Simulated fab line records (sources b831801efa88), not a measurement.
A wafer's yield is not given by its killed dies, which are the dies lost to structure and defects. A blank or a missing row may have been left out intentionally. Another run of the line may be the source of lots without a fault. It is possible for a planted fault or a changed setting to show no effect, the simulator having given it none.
A struck lot beside a sound one + flow sfqLine + 21 out of 325 route steps
Sound: the wafers L809.2, L809.3, L809.6. The struck wafers were L827.2, L827.4, L827.6. At the end, the cause is stated.
Each step with rows lists, per side, the tool, then ch with its chambers, then its first start. Under that, the readings that differ: sound wafers + struck wafers + difference of the means + sigmas: that difference in standard deviations of wafers without a fault.
alike: same words and numbers on both sides, and readings whose means sit less than 2 such deviations apart. not compared: any withheld reading, any reading some wafer has no value for, any bound like >300 that may hide the same value, and any number with overlapping values for which the record gives no deviation.
A row with sigmas, a row that says differs or no value, or rows on one side alone: a step with any of these is where the two part. Numbers that don't overlap but have no deviation are shown without sigmas and don't part them. Lack of a reading on every wafer of one side parts them only where that side has two or more wafers.

first, 3 steps without rows for these wafers: SFQ_TRILAYER_M4_LITHO_EXPOSE_094 (exposes mask M4, target cd 500 nm); SFQ_TRILAYER_M4_LITHO_PEB_096 (peb time 60 s); SFQ_TRILAYER_M4_LITHO_DEVELOP_095 (time 60 s).
SFQ_M4_OVL_MEAS_926:
  sound on overlay-02, day 44 22:47; struck on overlay-02, day 56 11:14
  alike: M4_OVL
SFQ_TRILAYER_M4_BARC_OPEN_METAL_ETCH_123: etches BARC in O2, target depth 125 nm, time 41.7 s.
  sound on rieMetal-04 ch 0,1, day 44 22:49; struck on rieMetal-04 ch 0,1, day 56 11:16
  alike: drypumpMotorCurrentA, oesProductAu
  not compared: rfHoursCounterH
then, 1 step without rows for these wafers: SFQ_TRILAYER_M4_ETCH_METAL_ETCH_096 (etches Nb in Cl2/Ar, stops on SiO2, target depth 240 nm, time 120 s).
SFQ_TRILAYER_M4_STRIP_STRIP_097: strips in O2.
  sound on rieMetal-04 ch 0,1, day 44 23:00; struck on rieMetal-04 ch 0,1, day 56 11:27
  alike: drypumpMotorCurrentA, oesProductAu
  not compared: rfHoursCounterH
then, 2 steps without rows for these wafers: SFQ_TRILAYER_M4_STRIP_SOLV_CLEAN_098 (cleans in NMP, time 600 s); SFQ_TRILAYER_I4_DEP_PECVD_099 (deposits SiO2 from SiH4/N2O, time 111.11 s, target thk 500 nm).
SFQ_TRILAYER_I4_CMP_CMP_100: polishes SiO2.
  sound on cmp-01 ch 1,2, day 45 03:06; struck on cmp-02 ch 0,3, day 56 12:19
  alike: headPressurePsi, motorCurrentA, timeToEndpointS
SFQ_I4_BOW_MEAS_927:
  sound on filmMetro-03, day 45 06:07; struck on filmMetro-04, day 56 15:20
  alike: I4_BOW
SFQ_TRILAYER_I4_METRO_MEASURE_101:
  sound on filmMetro-03, day 45 06:25; struck on filmMetro-04, day 56 15:38
  alike: thkNm
SFQ_TRILAYER_I4_VIA_LITHO_COAT_108: resist thk 62 nm.
  sound on lithoTrack-03 ch 0, day 45 07:28; struck on lithoTrack-03 ch 0, day 56 16:41
| reading                                                 | sound             | struck            | difference | sigmas |
|---------------------------------------------------------|-------------------|-------------------|------------|--------|
| model.BARC_of_TRILAYER_I4_VIA_LITHO_COAT_108.thkNm (nm) | 62.29 62.41 62.47 | 64.39 64.54 64.36 | +2.04      |        |
then, 5 steps without rows for these wafers: SFQ_TRILAYER_I4_VIA_LITHO_COAT_103 (resist thk 650 nm); SFQ_TRILAYER_I4_VIA_LITHO_SOFTBAKE_107; SFQ_TRILAYER_I4_VIA_LITHO_EXPOSE_104 (exposes mask I4, target cd 700 nm); SFQ_TRILAYER_I4_VIA_LITHO_PEB_106 (peb time 60 s); SFQ_TRILAYER_I4_VIA_LITHO_DEVELOP_105 (time 60 s).
-- the record jumps here: 5 days lie between the struck wafers' starts before and after --
SFQ_I4_OVL_MEAS_928:
  sound on overlay-01, day 50 19:29; struck on overlay-02, day 62 02:44
  alike: I4_OVL
SFQ_TRILAYER_I4_VIA_BARC_OPEN_VIA_ETCH_146: etches BARC in O2, target depth 125 nm, time 41.7 s.
  sound on rieDiel-02 ch 1,2, day 50 19:31; struck on rieDiel-02 ch 0,1,3, day 62 02:46
| reading                 | sound             | struck            | difference | sigmas |
|-------------------------|-------------------|-------------------|------------|--------|
| model.etch.depthNm (nm) | 62.29 62.41 62.47 | 64.39 64.54 64.36 | +2.04      |        |
  alike: drypumpMotorCurrentA, oesProductAu
  not compared: rfHoursCounterH
SFQ_TRILAYER_I4_VIA_ETCH_VIA_ETCH_106: etches SiO2 in CHF3, stops on Nb, target depth 260 nm.
  sound on rieDiel-02 ch 1,2, day 50 19:33; struck on rieDiel-02 ch 0,1,3, day 62 02:48
  alike: drypumpMotorCurrentA, oesProductAu

== WHERE THEY PART ==
Nowhere in this record.

WHY: what had been put in by the simulator
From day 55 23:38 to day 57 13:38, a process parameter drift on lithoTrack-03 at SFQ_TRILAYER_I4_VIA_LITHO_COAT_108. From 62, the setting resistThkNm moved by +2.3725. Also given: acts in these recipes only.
